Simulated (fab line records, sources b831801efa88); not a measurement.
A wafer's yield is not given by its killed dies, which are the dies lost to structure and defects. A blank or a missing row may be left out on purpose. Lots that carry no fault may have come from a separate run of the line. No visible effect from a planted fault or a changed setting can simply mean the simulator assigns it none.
fab line records	flow sky130
[record] lots = 24	wafers = 72	lastDay = 50
route steps=708 shown METAL2@501 VIA2@523 CAPM@537 VIA3@589 CAP2M@606
lots that met no fault: from a run of the same line without faults
startH: the number of hours between the record's first day and the start of the first shown wafer of the lot	waitH: time in hours since the lot's previous step	" same as the row above	L1.1+2: several wafers, shown together as one row	- no value, or no start given	* or withheld: withheld	< > ~ a bound
route shown NAME@n: a module of which the file shows steps, and the number in the route of the first	usual: mean/standard deviation of fault-free wafers	same: alike in all rows	chamber/n: place in a boat	sites: the reading at each site	_std_site: how widely they spread, as a standard deviation	_edge_site: the outer-site mean with the inner-site mean subtracted	radiusMm: how far each site lies from the wafer's centre	mask NAME#n: copy n	behind: the tool/chamber that last shaped the wafer	hold: cause of the lot's hold/its duration in hours/its outcome	device: the n, p or np transistor that did not switch	end of line: the route-end tests of the same wafers	a step with no rows: only its recipe	killed: dies lost to structure and defects at the first sort, not the wafer's yield	map: dies across one wafer; x = killed, . = not, _ = none there
set.NAME: the setting as run; set.NAME@STEP: as run at that earlier step	model.NAME: the simulator's own value behind a step, which no gauge read
steps of the route over a sample of lots; a table a step, a row a wafer
services: the hour from which a tool's chamber was out of use, counted from the record's first day as startH (under 0 if before that day), plus the number of hours and why
[[steps]]
[step SKY_METAL2_ETCH_18]
[recipe] chemistry = N2/H2	target = BARC	ionEnergyEv = 200	biasW = 100	pressureMtorr = 30	n2FlowSccm = 100	h2FlowSccm = 200	icpW = 500	stopOn = SiO2	timeS = 45.9	targetDepthA = 600
[usual] biasW = 100.0/0.34	drypumpMotorCurrentA = 5.8/0.33	oesProductAu = 0.854/0.0046	throttleValvePct = 13.223/0.0093
lot.wafer	tool	chamber	startH	waitH	biasW	drypumpMotorCurrentA	oesProductAu	rfHoursCounterH	throttleValvePct
L074.2	rieMetal-02	0	833.89	0.1	100.0	6.3	0.850	-	13.224
L074.4	"	0	"	"	99.9	6.3	0.861	-	13.230
L074.6	"	0	"	"	99.6	6.3	0.858	-	13.239
L075.1	rieMetal-04	1	834.84	0.0	99.9	5.6	0.857	11	13.225
L075.3	"	0	"	"	100.6	5.7	0.859	-	13.224
L075.4	"	1	"	"	99.8	5.5	0.849	-	13.233
L076.2	rieMetal-02	0	836.39	0.1	100.3	6.3	0.854	-	13.224
L076.3	"	0	"	"	100.2	6.3	0.849	-	13.205
L076.4	"	0	"	"	99.8	6.3	0.855	-	13.218
L078.1	rieMetal-02	0	858.26	0.0	99.6	6.3	0.847	4	13.234
L078.5	"	1	"	"	99.6	5.3	0.856	-	13.234
L078.6	"	0	"	"	100.3	6.3	0.855	-	13.211
L077.2	rieMetal-04	0	859.39	0.0	100.2	5.7	0.852	11	13.225
L077.3	"	1	"	"	99.8	5.5	0.850	-	13.243
L077.5	"	1	"	"	100.0	5.6	0.846	-	13.239
L080.1	rieMetal-04	1	867.96	0.0	100.7	5.5	0.855	13	13.218
L080.4	"	0	"	"	100.2	5.7	0.867	-	13.223
L080.6	"	1	"	"	100.5	5.5	0.850	-	13.227
L079.2	rieMetal-03	0	869.24	0.0	100.4	5.6	0.854	8	13.217
L079.3	"	0	"	"	100.6	5.7	0.853	-	13.228
L079.5	"	0	"	"	100.6	5.7	0.856	-	13.225
L081.2	rieMetal-04	1	875.81	0.0	100.8	5.5	0.852	13	13.218
L081.3	"	1	"	"	100.6	5.5	0.856	-	13.218
L081.6	"	1	"	"	100.6	5.5	0.857	-	13.225
L082.2	rieMetal-04	1	879.09	0.0	99.6	5.5	0.859	14	13.205
L082.4	"	1	"	"	99.6	5.6	0.860	-	13.202
L082.5	"	1	"	"	99.5	5.5	0.858	-	13.224
L083.4	rieMetal-03	0	890.56	0.0	99.9	5.7	0.860	-	13.232
L083.5	"	1	"	"	100.3	5.9	0.853	-	13.232
L083.6	"	0	"	"	99.9	5.7	0.852	-	13.221
L084.3	rieMetal-04	1	893.38	0.0	99.7	5.5	0.850	-	13.206
L084.4	"	0	"	"	100.5	5.7	0.857	-	13.221
L084.5	"	1	"	"	99.6	5.6	0.854	-	13.231
L085.1	rieMetal-02	0	903.42	0.1	100.3	6.3	0.852	6	13.237
L085.4	"	0	"	"	99.5	6.3	0.855	-	13.219
L085.5	"	0	"	"	99.8	6.3	0.850	-	13.220
L087.1	rieMetal-02	0	910.29	0.1	100.2	6.3	0.853	6	13.228
L087.2	"	0	"	"	100.2	6.3	0.850	-	13.218
L087.4	"	0	"	"	99.9	6.3	0.847	-	13.226
L086.4	rieMetal-04	0	911.61	0.0	99.6	5.7	0.853	-	13.232
L086.5	"	1	"	"	100.2	5.5	0.859	-	13.224
L086.6	"	0	"	"	99.7	5.7	0.857	-	13.233
L088.1	rieMetal-03	0	914.51	0.0	99.3	5.7	0.854	10	13.228
L088.5	"	1	"	"	100.2	5.9	0.856	-	13.203
L088.6	"	0	"	"	99.8	5.7	0.858	-	13.214
L089.1	rieMetal-04	0	919.84	0.0	99.9	5.7	0.851	13	13.236
L089.4	"	1	"	"	100.5	5.5	0.855	-	13.236
L089.5	"	0	"	"	99.9	5.7	0.853	-	13.227
L090.1	rieMetal-04	1	930.59	0.0	100.1	5.5	0.854	16	13.223
L090.4	"	0	"	"	100.0	5.7	0.849	-	13.211
L090.5	"	1	"	"	100.0	5.6	0.855	-	13.216
L091.2	rieMetal-02	0	951.16	0.0	100.3	6.3	0.853	9	13.219
L091.3	"	1	"	"	99.6	5.3	0.848	-	13.202
L091.5	"	0	"	"	100.3	6.3	0.855	-	13.213
L092.1	rieMetal-02	1	952.99	0.0	100.1	5.3	0.849	1	13.237
L092.2	"	0	"	"	100.0	6.3	0.858	9	13.230
L092.4	"	1	"	"	100.5	5.3	0.851	-	13.238
L093.3	rieMetal-04	0	960.34	0.1	100.6	5.7	0.854	-	13.230
L093.4	"	0	"	"	100.5	5.7	0.857	-	13.231
L093.6	"	0	"	"	100.7	5.7	0.862	-	13.221
L094.1	rieMetal-02	1	961.39	0.0	99.9	5.3	0.864	2	13.217
L094.4	"	0	"	"	99.3	6.3	0.855	-	13.222
L094.5	"	0	"	"	100.0	6.3	0.861	-	13.226
L095.1	rieMetal-02	0	975.96	0.0	100.2	6.3	0.856	10	13.222
L095.5	"	0	"	"	99.9	6.3	0.853	-	13.195
L095.6	"	1	"	"	100.0	5.3	0.857	-	13.209
L096.2	rieMetal-03	0	978.91	0.0	100.4	5.7	0.851	13	13.229
L096.3	"	1	"	"	99.8	5.9	0.857	-	13.218
L096.6	"	1	"	"	100.1	5.9	0.862	-	13.231
L097.1	rieMetal-03	0	979.56	0.0	99.9	5.7	0.855	13	13.223
L097.4	"	1	"	"	99.6	5.9	0.849	-	13.233
L097.6	"	1	"	"	99.6	5.9	0.854	-	13.235
[step SKY_VIA2_STRIP_16]
[recipe] chemistry = O2/N2	powerW = 1400	pressureMtorr = 1500	platenTempC = withheld	o2FlowSccm = 3000	n2FlowSccm = 300	overashFraction = 0.5
[usual] drypumpMotorCurrentA = 5.8/0.45	o2FlowSccm = 3002/8.7	oesProductAu = 0.399/0.0048	stripTimeToEndpointS = 4.05/0.034
lot.wafer	tool	chamber	startH	waitH	drypumpMotorCurrentA	o2FlowSccm	oesProductAu	rfHoursCounterH	stripTimeToEndpointS
L074.2	plasmaAsher-04	0	861.54	0.0	6.0	3010	0.395	71	4.12
L074.4	"	1	"	"	6.5	2998	0.410	-	4.14
L074.6	"	0	"	"	6.0	3028	0.408	-	4.05
L075.1	plasmaAsher-04	1	862.46	0.0	6.5	3017	0.389	71	4.03
L075.3	"	1	"	"	6.5	3020	0.402	-	4.09
L075.4	"	0	"	"	6.0	3009	0.405	-	4.10
L076.2	plasmaAsher-02	0	864.21	0.0	5.6	3002	0.397	12	4.03
L076.3	"	1	"	"	5.3	2988	0.393	-	4.05
L076.4	"	0	"	"	5.6	3007	0.403	-	4.06
L078.1	plasmaAsher-02	0	886.06	0.0	5.6	3016	0.404	15	4.07
L078.5	"	1	"	"	5.3	2995	0.404	-	4.12
L078.6	"	0	"	"	5.6	3016	0.402	-	4.04
L077.2	plasmaAsher-01	0	886.96	0.0	6.0	3014	0.400	103	4.03
L077.3	"	0	"	"	6.0	3006	0.399	-	4.03
L077.5	"	0	"	"	6.0	3011	0.395	-	4.01
L080.1	plasmaAsher-02	0	894.81	0.0	5.6	2993	0.403	16	4.04
L080.4	"	1	"	"	5.3	2984	0.398	-	3.98
L080.6	"	1	"	"	5.3	2991	0.395	-	3.99
L079.2	plasmaAsher-01	1	896.06	0.0	5.3	3017	0.392	104	4.08
L079.3	"	1	"	"	5.3	3005	0.399	-	4.09
L079.5	"	1	"	"	5.3	3009	0.398	-	4.07
L081.2	plasmaAsher-02	1	903.04	0.0	5.3	2990	0.400	17	4.11
L081.3	"	1	"	"	5.2	3001	0.407	-	4.01
L081.6	"	0	"	"	5.6	2986	0.390	-	4.02
L082.2	plasmaAsher-02	0	906.39	0.0	5.6	2997	0.404	17	4.06
L082.4	"	0	"	"	5.6	2992	0.407	-	4.04
L082.5	"	0	"	"	5.6	3002	0.405	-	4.04
L083.4	plasmaAsher-02	0	917.14	0.1	5.6	3003	0.403	-	4.02
L083.5	"	1	"	"	5.3	3003	0.396	-	4.01
L083.6	"	0	"	"	5.6	3005	0.397	-	4.07
L084.3	plasmaAsher-04	1	920.03	0.1	6.5	2993	0.403	-	4.12
L084.4	"	0	"	"	6.0	2997	0.400	-	4.05
L084.5	"	0	"	"	6.0	2990	0.397	-	4.05
L085.1	plasmaAsher-04	1	929.21	0.0	6.5	3022	0.403	78	4.09
L085.4	"	1	"	"	6.5	3003	0.400	-	4.06
L085.5	"	0	"	"	6.0	2981	0.406	-	4.11
L087.1	plasmaAsher-01	1	936.84	0.0	5.3	3008	0.395	108	4.03
L087.2	"	0	"	"	6.0	3005	0.403	108	4.09
L087.4	"	0	"	"	6.0	3006	0.394	-	4.03
L086.4	plasmaAsher-02	1	938.74	0.1	5.3	2997	0.403	-	4.10
L086.5	"	0	"	"	5.6	3016	0.392	-	4.07
L086.6	"	1	"	"	5.3	3006	0.399	-	4.06
L088.1	plasmaAsher-04	0	939.84	0.0	6.0	3000	0.402	79	4.05
L088.5	"	0	"	"	6.0	2999	0.408	-	4.10
L088.6	"	1	"	"	6.5	3007	0.394	-	4.05
L089.1	plasmaAsher-04	1	945.56	0.0	6.5	3004	0.400	79	4.10
L089.4	"	0	"	"	6.1	2990	0.401	-	4.09
L089.5	"	0	"	"	6.0	3011	0.397	-	4.03
L090.1	plasmaAsher-04	1	956.49	0.0	6.5	2991	0.400	81	4.05
L090.4	"	0	"	"	6.1	2999	0.406	-	4.03
L090.5	"	0	"	"	6.1	3005	0.392	-	4.06
L091.2	plasmaAsher-01	1	977.31	0.0	5.3	3009	0.393	112	4.00
L091.3	"	1	"	"	5.3	2993	0.401	-	4.03
L091.5	"	1	"	"	5.3	2987	0.393	-	4.07
L092.1	plasmaAsher-04	0	978.81	0.0	6.0	3005	0.393	83	4.03
L092.2	"	1	"	"	6.5	2997	0.398	83	4.01
L092.4	"	1	"	"	6.5	2998	0.395	-	4.06
L093.3	plasmaAsher-02	0	985.69	0.1	5.6	3002	0.401	-	4.03
L093.4	"	1	"	"	5.3	2994	0.401	-	4.04
L093.6	"	0	"	"	5.7	2989	0.402	-	4.04
L094.1	plasmaAsher-04	1	987.16	0.0	6.5	3003	0.394	84	4.02
L094.4	"	1	"	"	6.5	3005	0.389	-	4.02
L094.5	"	1	"	"	6.5	3015	0.397	-	4.04
L095.1	plasmaAsher-04	0	1000.81	0.0	6.0	3010	0.401	85	4.08
L095.5	"	0	"	"	6.0	3008	0.395	-	4.11
L095.6	"	1	"	"	6.5	3013	0.407	-	4.08
L096.2	plasmaAsher-02	0	1005.81	0.0	5.6	3006	0.399	27	4.06
L096.3	"	1	"	"	5.3	2999	0.399	-	4.03
L096.6	"	0	"	"	5.7	3002	0.403	-	4.05
L097.1	plasmaAsher-04	0	1006.16	0.0	6.0	2990	0.390	86	4.07
L097.4	"	1	"	"	6.5	2997	0.401	-	4.10
L097.6	"	0	"	"	6.1	3005	0.403	-	4.09
[step SKY_CAPM_CVD_00]
[recipe] material = SiO2	targetThkNm = 15.5	tempC = 400	timeS = withheld	rfW = 450
[usual] heaterPowerW = 684/91
lot.wafer	tool	chamber	startH	waitH	heaterPowerW
L074.2	pecvd-03	1	862.96	0.0	821
L074.4	"	2	"	"	721
L074.6	"	1	"	"	824
L075.1	pecvd-03	0	863.96	0.0	606
L075.3	"	1	"	"	826
L075.4	"	2	"	"	794
L076.2	pecvd-02	1	865.63	0.0	584
L076.3	"	2	"	"	770
L076.4	"	1	"	"	589
L078.1	pecvd-01	2	887.48	0.0	644
L078.5	"	2	"	"	639
L078.6	"	0	"	"	477
L077.2	pecvd-03	0	888.38	0.0	559
L077.3	"	2	"	"	821
L077.5	"	2	"	"	813
L080.1	pecvd-01	2	896.23	0.0	697
L080.4	"	0	"	"	527
L080.6	"	2	"	"	700
L079.2	pecvd-03	2	897.48	0.0	808
L079.3	"	1	"	"	787
L079.5	"	0	"	"	660
L081.2	pecvd-03	2	904.46	0.0	810
L081.3	"	1	"	"	815
L081.6	"	0	"	"	622
L082.2	pecvd-02	2	907.82	0.0	752
L082.4	"	2	"	"	761
L082.5	"	1	"	"	671
L083.4	pecvd-02	1	918.54	0.0	666
L083.5	"	2	"	"	736
L083.6	"	0	"	"	708
L084.3	pecvd-01	0	921.53	0.0	474
L084.4	"	1	"	"	599
L084.5	"	2	"	"	728
L085.1	pecvd-01	1	930.63	0.0	650
L085.4	"	0	"	"	566
L085.5	"	2	"	"	710
L087.1	pecvd-01	2	938.26	0.0	699
L087.2	"	1	"	"	641
L087.4	"	1	"	"	640
L086.4	pecvd-02	1	940.14	0.0	690
L086.5	"	2	"	"	685
L086.6	"	0	"	"	659
L088.1	pecvd-03	0	941.26	0.0	643
L088.5	"	0	"	"	642
L088.6	"	1	"	"	693
L089.1	pecvd-03	2	946.98	0.0	700
L089.4	"	0	"	"	616
L089.5	"	0	"	"	625
L090.1	pecvd-03	0	958.04	0.0	607
L090.4	"	1	"	"	790
L090.5	"	0	"	"	593
L091.2	pecvd-02	2	978.97	0.0	774
L091.3	"	0	"	"	668
L091.5	"	1	"	"	709
L092.1	pecvd-03	1	980.31	0.0	834
L092.2	"	2	"	"	829
L092.4	"	2	"	"	813
L093.3	pecvd-01	2	987.24	0.0	672
L093.4	"	1	"	"	698
L093.6	"	1	"	"	707
L094.1	pecvd-03	1	989.01	0.0	747
L094.4	"	2	"	"	757
L094.5	"	0	"	"	570
L095.1	pecvd-01	0	1002.28	0.0	566
L095.5	"	2	"	"	723
L095.6	"	0	"	"	562
L096.2	pecvd-01	1	1007.47	0.0	719
L096.3	"	0	"	"	545
L096.6	"	0	"	"	552
L097.1	pecvd-02	2	1008.07	0.0	761
L097.4	"	0	"	"	773
L097.6	"	2	"	"	748
[step SKY_VIA3_STRIP_16]
[recipe] chemistry = O2/N2	powerW = 1400	pressureMtorr = 1500	platenTempC = withheld	o2FlowSccm = 3000	n2FlowSccm = 300	overashFraction = 0.5
[usual] drypumpMotorCurrentA = 5.6/0.58	o2FlowSccm = 3001/9.2	oesProductAu = 0.403/0.0042	stripTimeToEndpointS = 4.145/0.029
lot.wafer	tool	chamber	startH	waitH	drypumpMotorCurrentA	o2FlowSccm	oesProductAu	rfHoursCounterH	stripTimeToEndpointS
L074.2	plasmaAsher-02	1	941.11	0.0	5.3	2989	0.407	20	4.172
L074.4	"	1	"	"	5.3	3000	0.396	-	4.090
L074.6	"	0	"	"	5.6	2994	0.410	-	4.168
L075.1	plasmaAsher-03	1	942.21	0.0	5.9	2995	0.403	50	4.201
L075.3	"	1	"	"	5.9	2989	0.400	-	4.115
L075.4	"	0	"	"	4.7	2995	0.406	-	4.168
L076.2	plasmaAsher-03	1	942.86	0.0	5.9	3006	0.399	50	4.091
L076.3	"	0	"	"	4.7	3005	0.411	-	4.154
L076.4	"	1	"	"	5.9	3012	0.399	-	4.138
L078.1	plasmaAsher-03	0	963.06	0.0	4.7	3014	0.405	52	4.150
L078.5	"	1	"	"	5.9	3002	0.397	-	4.166
L078.6	"	0	"	"	4.7	3007	0.405	-	4.161
L077.2	plasmaAsher-03	1	964.53	0.0	5.8	3024	0.404	52	4.126
L077.3	"	1	"	"	5.8	3018	0.410	-	4.155
L077.5	"	1	"	"	5.8	3022	0.408	-	4.109
L080.1	plasmaAsher-02	1	972.23	0.0	5.2	2998	0.402	24	4.171
L080.4	"	0	"	"	5.6	2990	0.399	-	4.179
L080.6	"	0	"	"	5.6	2985	0.409	-	4.131
L079.2	plasmaAsher-04	1	973.36	0.0	6.5	3010	0.402	82	4.086
L079.3	"	0	"	"	6.0	2987	0.399	-	4.191
L079.5	"	1	"	"	6.5	3004	0.409	-	4.112
L081.2	plasmaAsher-04	0	979.16	0.0	6.0	2996	0.401	83	4.182
L081.3	"	0	"	"	6.0	3003	0.406	-	4.140
L081.6	"	1	"	"	6.5	2993	0.403	-	4.130
L082.2	plasmaAsher-02	0	982.51	0.0	5.6	3010	0.399	25	4.148
L082.4	"	0	"	"	5.6	3009	0.409	-	4.125
L082.5	"	0	"	"	5.6	3025	0.403	-	4.138
L083.4	plasmaAsher-03	1	991.94	0.1	5.9	3006	0.407	-	4.149
L083.5	"	1	"	"	5.9	3003	0.406	-	4.168
L083.6	"	0	"	"	4.7	2992	0.404	-	4.158
L084.3	plasmaAsher-02	0	995.64	0.1	5.6	3000	0.400	-	4.104
L084.4	"	1	"	"	5.3	2998	0.406	-	4.160
L084.5	"	1	"	"	5.2	2996	0.405	-	4.104
L085.1	plasmaAsher-03	0	1004.56	0.0	4.7	3009	0.401	55	4.122
L085.4	"	0	"	"	4.7	2992	0.405	-	4.144
L085.5	"	0	"	"	4.7	2993	0.398	-	4.122
L087.1	plasmaAsher-02	1	1011.46	0.0	5.3	2999	0.403	28	4.115
L087.2	"	0	"	"	5.6	3006	0.403	28	4.121
L087.4	"	0	"	"	5.6	2983	0.406	-	4.175
L086.4	plasmaAsher-03	0	1013.57	0.1	4.7	3014	0.406	-	4.138
L086.5	"	0	"	"	4.7	3014	0.406	-	4.159
L086.6	"	1	"	"	5.9	3006	0.404	-	4.172
L088.1	plasmaAsher-03	1	1014.26	0.0	5.9	3018	0.402	55	4.178
L088.5	"	0	"	"	4.7	2986	0.399	-	4.176
L088.6	"	1	"	"	5.8	3004	0.404	-	4.151
L089.1	plasmaAsher-02	0	1019.31	0.0	5.6	3009	0.396	29	4.143
L089.4	"	1	"	"	5.3	3002	0.401	-	4.128
L089.5	"	0	"	"	5.6	3004	0.409	-	4.176
L090.1	plasmaAsher-03	1	1030.26	0.0	5.9	3000	0.399	57	4.132
L090.4	"	0	"	"	4.7	2994	0.405	-	4.108
L090.5	"	0	"	"	4.7	2993	0.406	-	4.155
L091.2	plasmaAsher-03	0	1049.86	0.0	4.7	3000	0.393	59	4.087
L091.3	"	0	"	"	4.7	2991	0.404	-	4.181
L091.5	"	0	"	"	4.7	2987	0.406	-	4.115
L092.1	plasmaAsher-04	1	1051.51	0.0	6.5	2999	0.406	90	4.136
L092.2	"	0	"	"	6.0	3006	0.399	90	4.196
L092.4	"	1	"	"	6.5	2986	0.402	-	4.131
L093.3	plasmaAsher-04	1	1057.69	0.1	6.5	2998	0.406	-	4.112
L093.4	"	0	"	"	6.0	2996	0.401	-	4.164
L093.6	"	1	"	"	6.5	2991	0.397	-	4.164
L094.1	plasmaAsher-04	1	1058.63	0.0	6.5	3013	0.410	91	4.206
L094.4	"	1	"	"	6.5	3012	0.403	-	4.148
L094.5	"	1	"	"	6.5	3008	0.404	-	4.221
L095.1	plasmaAsher-03	1	1070.58	0.0	5.8	2995	0.405	61	4.211
L095.5	"	0	"	"	4.7	2992	0.403	-	4.100
L095.6	"	1	"	"	5.8	3008	0.408	-	4.145
L096.2	plasmaAsher-04	1	1076.63	0.0	6.5	3000	0.405	93	4.151
L096.3	"	0	"	"	6.0	2998	0.402	-	4.132
L096.6	"	0	"	"	6.0	2986	0.403	-	4.176
L097.1	plasmaAsher-02	1	1076.86	0.0	5.3	3005	0.407	35	4.130
L097.4	"	1	"	"	5.3	2991	0.401	-	4.177
L097.6	"	1	"	"	5.2	2998	0.396	-	4.115
[step SKY_CAP2M_RS_MEAS_03]
[recipe] thkMeasGauge = four-point-probe	reads = TiN_of_CAP2M_SPUTTER_02
[usual] CAP2M_TIN_RS = 6.90/0.1
lot.wafer	tool	chamber	startH	waitH	CAP2M_TIN_RS[ohm/sq]
L074.2	filmMetro-01	-	942.74	0.1	7.02
L074.4	"	-	"	"	7.09
L074.6	"	-	"	"	6.93
L075.1	filmMetro-01	-	943.85	0.1	7.02
L075.3	"	-	"	"	6.90
L075.4	"	-	"	"	6.97
L076.2	filmMetro-04	-	944.52	0.1	7.03
L076.3	"	-	"	"	7.03
L076.4	"	-	"	"	7.24
L078.1	filmMetro-03	-	964.77	0.1	6.78
L078.5	"	-	"	"	6.84
L078.6	"	-	"	"	6.74
L077.2	filmMetro-01	-	966.15	0.1	6.90
L077.3	"	-	"	"	6.83
L077.5	"	-	"	"	6.88
L080.1	filmMetro-01	-	973.83	0.1	6.95
L080.4	"	-	"	"	7.03
L080.6	"	-	"	"	7.02
L079.2	filmMetro-03	-	974.98	0.1	6.85
L079.3	"	-	"	"	6.96
L079.5	"	-	"	"	7.07
L081.2	filmMetro-01	-	983.79	0.1	6.92
L081.3	"	-	"	"	6.98
L081.6	"	-	"	"	6.91
L082.2	filmMetro-04	-	986.55	0.1	6.85
L082.4	"	-	"	"	6.92
L082.5	"	-	"	"	6.93
L083.4	filmMetro-01	-	993.63	0.1	6.90
L083.5	"	-	"	"	6.84
L083.6	"	-	"	"	6.94
L084.3	filmMetro-03	-	997.29	0.1	6.78
L084.4	"	-	"	"	6.87
L084.5	"	-	"	"	6.79
L085.1	filmMetro-03	-	1006.31	0.1	6.88
L085.4	"	-	"	"	7.08
L085.5	"	-	"	"	6.92
L087.1	filmMetro-01	-	1013.09	0.1	6.81
L087.2	"	-	"	"	6.92
L087.4	"	-	"	"	6.87
L086.4	filmMetro-03	-	1015.33	0.1	6.84
L086.5	"	-	"	"	6.71
L086.6	"	-	"	"	6.86
L088.1	filmMetro-04	-	1015.93	0.1	6.75
L088.5	"	-	"	"	6.77
L088.6	"	-	"	"	6.88
L089.1	filmMetro-04	-	1020.91	0.1	6.80
L089.4	"	-	"	"	6.95
L089.5	"	-	"	"	6.93
L090.1	filmMetro-01	-	1031.86	0.1	6.81
L090.4	"	-	"	"	6.73
L090.5	"	-	"	"	6.81
L091.2	filmMetro-04	-	1051.48	0.1	6.71
L091.3	"	-	"	"	6.91
L091.5	"	-	"	"	6.73
L092.1	filmMetro-04	-	1053.11	0.1	6.87
L092.2	"	-	"	"	6.80
L092.4	"	-	"	"	6.92
L093.3	filmMetro-03	-	1059.30	0.1	6.86
L093.4	"	-	"	"	6.94
L093.6	"	-	"	"	7.06
L094.1	filmMetro-03	-	1060.25	0.1	6.90
L094.4	"	-	"	"	6.78
L094.5	"	-	"	"	7.04
L095.1	filmMetro-03	-	1072.19	0.1	7.01
L095.5	"	-	"	"	6.86
L095.6	"	-	"	"	6.97
L096.2	filmMetro-01	-	1078.26	0.1	7.09
L096.3	"	-	"	"	6.86
L096.6	"	-	"	"	7.01
L097.1	filmMetro-04	-	1078.46	0.1	6.74
L097.4	"	-	"	"	6.81
L097.6	"	-	"	"	6.76
[step SKY_CAP2M_OVL_MEAS_12]
[usual] CAP2M_OVL = 0.3/1.4
lot.wafer	tool	chamber	startH	waitH	CAP2M_OVL[nm]
L074.2	overlay-01	-	966.11	0.1	1.6
L074.4	"	-	"	"	-0.1
L074.6	"	-	"	"	1.8
L075.1	overlay-01	-	968.00	0.1	-0.3
L075.3	"	-	"	"	0.0
L075.4	"	-	"	"	-1.3
L076.2	overlay-01	-	968.36	0.1	-0.1
L076.3	"	-	"	"	-0.3
L076.4	"	-	"	"	0.2
L078.1	overlay-02	-	988.60	0.1	-1.2
L078.5	"	-	"	"	-0.9
L078.6	"	-	"	"	0.9
L077.2	overlay-01	-	989.41	0.1	-0.9
L077.3	"	-	"	"	-1.1
L077.5	"	-	"	"	-1.7
L080.1	overlay-02	-	996.75	0.1	1.2
L080.4	"	-	"	"	1.7
L080.6	"	-	"	"	1.2
L079.2	overlay-02	-	998.06	0.1	0.5
L079.3	"	-	"	"	0.7
L079.5	"	-	"	"	0.4
L081.2	overlay-02	-	1006.16	0.1	0.3
L081.3	"	-	"	"	-0.9
L081.6	"	-	"	"	1.1
L082.2	overlay-01	-	1009.31	0.1	1.5
L082.4	"	-	"	"	1.5
L082.5	"	-	"	"	0.0
L083.4	overlay-01	-	1016.70	0.1	0.7
L083.5	"	-	"	"	-0.5
L083.6	"	-	"	"	0.8
L084.3	overlay-02	-	1020.34	0.1	0.1
L084.4	"	-	"	"	1.3
L084.5	"	-	"	"	1.3
L085.1	overlay-01	-	1028.15	0.1	1.2
L085.4	"	-	"	"	-0.7
L085.5	"	-	"	"	-0.2
L087.1	overlay-01	-	1035.43	0.1	-0.8
L087.2	"	-	"	"	-0.8
L087.4	"	-	"	"	-3.4
L086.4	overlay-01	-	1037.60	0.1	0.1
L086.5	"	-	"	"	-0.3
L086.6	"	-	"	"	-0.4
L088.1	overlay-02	-	1037.88	0.1	0.3
L088.5	"	-	"	"	4.0
L088.6	"	-	"	"	3.7
L089.1	overlay-02	-	1043.35	0.1	-1.9
L089.4	"	-	"	"	-1.6
L089.5	"	-	"	"	-1.9
L090.1	overlay-01	-	1053.55	0.1	-0.5
L090.4	"	-	"	"	2.1
L090.5	"	-	"	"	2.1
L091.2	overlay-01	-	1073.36	0.1	1.3
L091.3	"	-	"	"	1.9
L091.5	"	-	"	"	3.1
L092.1	overlay-02	-	1074.45	0.1	-0.3
L092.2	"	-	"	"	0.9
L092.4	"	-	"	"	-0.4
L093.3	overlay-02	-	1080.51	0.1	1.6
L093.4	"	-	"	"	1.0
L093.6	"	-	"	"	0.5
L094.1	overlay-02	-	1080.88	0.1	-1.1
L094.4	"	-	"	"	-0.7
L094.5	"	-	"	"	-0.8
L095.1	overlay-02	-	1093.05	0.1	-0.5
L095.5	"	-	"	"	-2.7
L095.6	"	-	"	"	-0.5
L096.2	overlay-02	-	1097.36	0.1	0.3
L096.3	"	-	"	"	0.4
L096.6	"	-	"	"	1.5
L097.1	overlay-02	-	1098.38	0.1	-1.8
L097.4	"	-	"	"	0.1
L097.6	"	-	"	"	-1.5
[[services]]
tool	chamber	startH	hours	kind
pecvd-03	1	815.30	14.2	repair
rieMetal-02	0	817.11	12.6	repair
plasmaAsher-04	-	821.47	3.0	repair
pecvd-02	-	828.37	2.8	pm
rieMetal-02	1	829.55	22.2	repair
rieMetal-02	-	840.16	0.6	repair
pecvd-03	-	865.75	0.8	pm
rieMetal-02	-	869.32	0.7	repair
pecvd-02	0	872.98	2.1	repair
plasmaAsher-01	-	873.30	3.4	repair
plasmaAsher-04	-	901.03	2.8	repair
pecvd-02	-	918.75	0.7	repair
pecvd-03	2	930.55	1.9	repair
plasmaAsher-01	-	938.68	2.8	pm
rieMetal-04	1	952.12	10.9	repair
plasmaAsher-03	-	974.55	14.6	pm
rieMetal-04	-	979.42	0.7	repair
pecvd-02	-	994.19	0.3	repair
pecvd-03	1	998.81	14.3	repair
rieMetal-04	-	999.97	2.6	repair
pecvd-03	-	1002.58	6.0	pm
plasmaAsher-03	-	1009.85	2.8	repair
pecvd-03	0	1015.00	3.4	repair
pecvd-02	0	1036.30	5.3	repair
[[key]]
fault none
